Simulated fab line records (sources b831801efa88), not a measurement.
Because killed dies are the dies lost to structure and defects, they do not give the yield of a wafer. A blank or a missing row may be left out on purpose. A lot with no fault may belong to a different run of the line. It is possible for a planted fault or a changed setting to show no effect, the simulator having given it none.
A sampling plan put to the test | flow sky130 | 17 faults told of in these records, all on one fab line, each judged by the records of the lots it struck
What counts as the plan is the set of the line's own looks, namely the steps on the route at which a gauge or an inspection reads a wafer and does not change it. A look can be judged if struck wafers have a number there and the file gives its usual mean and standard deviation on fault-free wafers. Caught: a look later than the fault's first step finds the struck wafers' mean 4 or more of those standard deviations (sigma) from the usual mean. On the tool: here the same test is run on the tool's own readings at the fault's steps. If the struck wafers alone have a blank record, or they carry another recipe, that too counts as caught.

== THE FAULTS, as the simulator had put them in ==
1. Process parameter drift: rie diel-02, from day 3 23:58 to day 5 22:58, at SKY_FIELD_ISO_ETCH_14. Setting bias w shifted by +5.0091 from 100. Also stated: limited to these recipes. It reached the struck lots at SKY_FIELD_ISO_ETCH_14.
2. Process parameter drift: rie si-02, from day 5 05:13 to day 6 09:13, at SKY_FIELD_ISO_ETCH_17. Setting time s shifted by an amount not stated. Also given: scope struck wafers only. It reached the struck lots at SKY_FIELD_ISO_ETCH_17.
3. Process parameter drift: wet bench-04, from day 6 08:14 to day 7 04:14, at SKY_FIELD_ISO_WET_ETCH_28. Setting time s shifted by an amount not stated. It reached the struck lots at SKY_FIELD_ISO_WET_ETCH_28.
4. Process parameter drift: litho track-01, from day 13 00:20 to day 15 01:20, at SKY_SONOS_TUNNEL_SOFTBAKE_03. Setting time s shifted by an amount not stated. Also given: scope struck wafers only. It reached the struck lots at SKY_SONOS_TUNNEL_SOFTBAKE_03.
5. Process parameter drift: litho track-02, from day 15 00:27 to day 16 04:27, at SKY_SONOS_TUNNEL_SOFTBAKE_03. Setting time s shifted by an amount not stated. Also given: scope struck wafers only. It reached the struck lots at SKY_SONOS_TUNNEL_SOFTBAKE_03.
6. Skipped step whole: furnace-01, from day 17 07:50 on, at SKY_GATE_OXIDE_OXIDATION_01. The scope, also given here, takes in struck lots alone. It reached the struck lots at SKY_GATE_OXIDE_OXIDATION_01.
7. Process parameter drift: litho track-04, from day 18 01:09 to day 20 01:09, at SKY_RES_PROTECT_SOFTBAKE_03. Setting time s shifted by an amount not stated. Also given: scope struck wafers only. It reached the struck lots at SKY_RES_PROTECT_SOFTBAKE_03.
8. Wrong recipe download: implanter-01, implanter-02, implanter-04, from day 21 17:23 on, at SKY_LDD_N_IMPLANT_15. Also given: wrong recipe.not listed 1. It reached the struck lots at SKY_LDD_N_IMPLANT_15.
9. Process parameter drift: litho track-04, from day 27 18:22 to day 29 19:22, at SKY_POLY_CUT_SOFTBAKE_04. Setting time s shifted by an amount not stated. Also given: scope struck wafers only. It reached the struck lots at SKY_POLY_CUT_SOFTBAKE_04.
10. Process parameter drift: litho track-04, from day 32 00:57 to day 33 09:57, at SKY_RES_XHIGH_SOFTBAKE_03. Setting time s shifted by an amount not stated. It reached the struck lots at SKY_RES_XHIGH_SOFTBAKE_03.
11. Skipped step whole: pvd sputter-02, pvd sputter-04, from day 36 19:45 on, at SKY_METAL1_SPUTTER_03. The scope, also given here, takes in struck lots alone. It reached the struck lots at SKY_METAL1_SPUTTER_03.
12. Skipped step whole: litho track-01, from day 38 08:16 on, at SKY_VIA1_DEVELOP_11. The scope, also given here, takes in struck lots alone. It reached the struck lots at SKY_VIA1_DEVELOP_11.
13. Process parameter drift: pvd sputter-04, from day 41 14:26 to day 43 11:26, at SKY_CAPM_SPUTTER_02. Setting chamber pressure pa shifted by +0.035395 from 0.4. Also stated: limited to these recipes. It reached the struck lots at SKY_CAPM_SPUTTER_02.
14. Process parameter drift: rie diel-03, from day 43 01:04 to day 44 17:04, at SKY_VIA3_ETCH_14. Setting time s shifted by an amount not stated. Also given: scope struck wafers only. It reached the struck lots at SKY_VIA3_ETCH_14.
15. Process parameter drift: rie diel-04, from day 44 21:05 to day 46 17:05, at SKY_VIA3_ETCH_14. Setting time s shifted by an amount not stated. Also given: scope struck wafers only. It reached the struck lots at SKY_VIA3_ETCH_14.
16. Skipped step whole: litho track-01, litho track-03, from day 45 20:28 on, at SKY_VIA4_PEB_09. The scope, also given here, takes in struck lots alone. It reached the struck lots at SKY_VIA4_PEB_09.
17. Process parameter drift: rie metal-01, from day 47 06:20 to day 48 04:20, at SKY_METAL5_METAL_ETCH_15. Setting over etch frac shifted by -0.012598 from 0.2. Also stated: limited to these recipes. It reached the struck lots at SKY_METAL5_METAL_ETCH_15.

== WHAT THE PLAN SAW ==
fault | on the tool itself                               | first look that catches it                      | reading, sigma | median hours from its first step to that look | hours from the fault's start to the first struck lot there | judged looks passed uncaught
1     | bias w +16 sigma                                 | none of the 3 looks that can be judged after it | -              | -                                             | -                                                          | 3
2     | run length s -75 sigma                           | no look after it can be judged                  | -              | -                                             | -                                                          | 0
3     | run length s +10 sigma                           | no look after it can be judged                  | -              | -                                             | -                                                          | 0
4     | run length s +51 sigma                           | not the one look that can be judged after it    | -              | -                                             | -                                                          | 1
5     | run length s -94 sigma                           | not the one look that can be judged after it    | -              | -                                             | -                                                          | 1
6     | the tool's record is blank for the struck wafers | not the one look that can be judged after it    | -              | -                                             | -                                                          | 1
7     | heater power total W +42 sigma                   | no look after it can be judged                  | -              | -                                             | -                                                          | 0
8     | no reading that can be judged                    | not the one look that can be judged after it    | -              | -                                             | -                                                          | 1
9     | run length s -47 sigma                           | no look after it can be judged                  | -              | -                                             | -                                                          | 0
10    | run length s +16 sigma                           | no look after it can be judged                  | -              | -                                             | -                                                          | 0
11    | the tool's record is blank for the struck wafers | no look after it can be judged                  | -              | -                                             | -                                                          | 0
12    | the tool's record is blank for the struck wafers | no look after it can be judged                  | -              | -                                             | -                                                          | 0
13    | chamber pressure pa +41 sigma                    | no look after it can be judged                  | -              | -                                             | -                                                          | 0
14    | oes product au +7.4 sigma                        | no look after it can be judged                  | -              | -                                             | -                                                          | 0
15    | run length s +14 sigma                           | no look after it can be judged                  | -              | -                                             | -                                                          | 0
16    | no reading that can be judged                    | no look after it can be judged                  | -              | -                                             | -                                                          | 0
17    | under 2 sigma                                    | no look after it can be judged                  | -              | -                                             | -                                                          | 0
Dash: fault not caught, or number not given in these records.

Caught at a look: 0 of 17. Caught on the tool: 14 of 17. By one or the other: 14 of 17.
Caught on the tool alone: faults 1, 2, 3, 4, 5, 6, 7, 9, 10, 11, 12, 13, 14, 15.
Caught by neither: faults 8, 16, 17.
